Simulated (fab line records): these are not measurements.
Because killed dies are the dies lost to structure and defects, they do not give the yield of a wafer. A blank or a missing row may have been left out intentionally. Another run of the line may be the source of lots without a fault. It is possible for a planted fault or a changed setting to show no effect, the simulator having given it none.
2 desks looking at one fault ; flow gf180mcu ; every desk sees just its own numbers, and what lay behind them comes last

DESK OF THE TOOL OWNER: implanter-04
The tool's own readings at GF_HV_LDD_IMPLANT_36, given as means over the sampled wafers that have a number, one for each lot that went through this tool. The brackets show how far a lot's mean lies from the usual mean; more than 4 standard deviations puts the lot out of limits, marked OUT.
Columns: A = beam_on_s at GF_HV_LDD_IMPLANT_36, usual 10.00 s; B = faraday_current_uA at GF_HV_LDD_IMPLANT_36, usual 42.3
lot;first seen here;A;B
L975;day 14 00:00;12.77 (+14) OUT;33.1 (-11) OUT
L976;day 14 04:57;12.97 (+15) OUT;32.6 (-11) OUT
L985;day 17 09:46;9.97;42.4
L989;day 18 14:11;9.80;43.1
Finding of this desk: L975, L976 out of limits; the first was L975 at day 14 00:00, on beam_on_s at GF_HV_LDD_IMPLANT_36. In limits: L985, L989.

THE METROLOGY DESK
What the gauges read, lot by lot, whatever tool the lot ran on: means of the sampled wafers that have a number. The brackets show how far a lot's mean lies from the usual mean; more than 4 standard deviations puts the lot out of limits, marked OUT.
Columns: A = HV_LDD_01_OVL at GF_HV_LDD_OVL_MEAS_20, usual -0.6 nm; B = HV_LDD_3_TW at GF_HV_LDD_TW_MEAS_38, usual 1425; C = HV_LDD_RS at GF_HV_LDD_RS_MEAS_53, usual 418.1 ohm/sq
lot;first seen here;A;B;C
L969;day 11 01:17;0.4;1439;418.9
L972;day 12 02:10;0.2;1434;417.7
L975;day 13 03:50;1.3;1466 (+4.1) OUT;411.8 (-7.1) OUT
L976;day 13 08:55;-0.2;1455;412.0 (-7.0) OUT
L980;day 14 19:07;-1.8;1423;418.4
L982;day 15 07:49;-1.2;1437;419.0
L983;day 15 21:13;-0.3;1431;418.6
L984;day 16 04:01;0.0;1418;417.3
L985;day 16 09:41;-2.5;1437;417.8
L988;day 17 04:17;0.2;1417;417.4
L989;day 17 13:46;-0.7;1436;417.8
L991;day 18 06:32;-1.0;1412;418.9
Finding of this desk: L975, L976 out of limits, first seen on L975 at day 14 00:13 (HV_LDD_3_TW at GF_HV_LDD_TW_MEAS_38). In limits: L969, L972, L980, L982, L983, L984, L985, L988, L989, L991.

PUT TOGETHER
The tool owner's desk could have raised an alarm at day 14 00:00, on L975, L976.
On L975, L976, the metrology desk was in a position to raise an alarm at day 14 00:13.
All the named lots went through GF_HV_LDD_IMPLANT_36 on implanter-04.

WHAT THE SIMULATOR PUT IN
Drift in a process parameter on implanter-04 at GF_HV_LDD_IMPLANT_36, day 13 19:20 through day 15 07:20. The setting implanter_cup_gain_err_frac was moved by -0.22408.
Shown lots that were struck: L975, L976.
Fault start to first reading out of limits, in hours, per desk: tool owner, 5; metrology, 5.
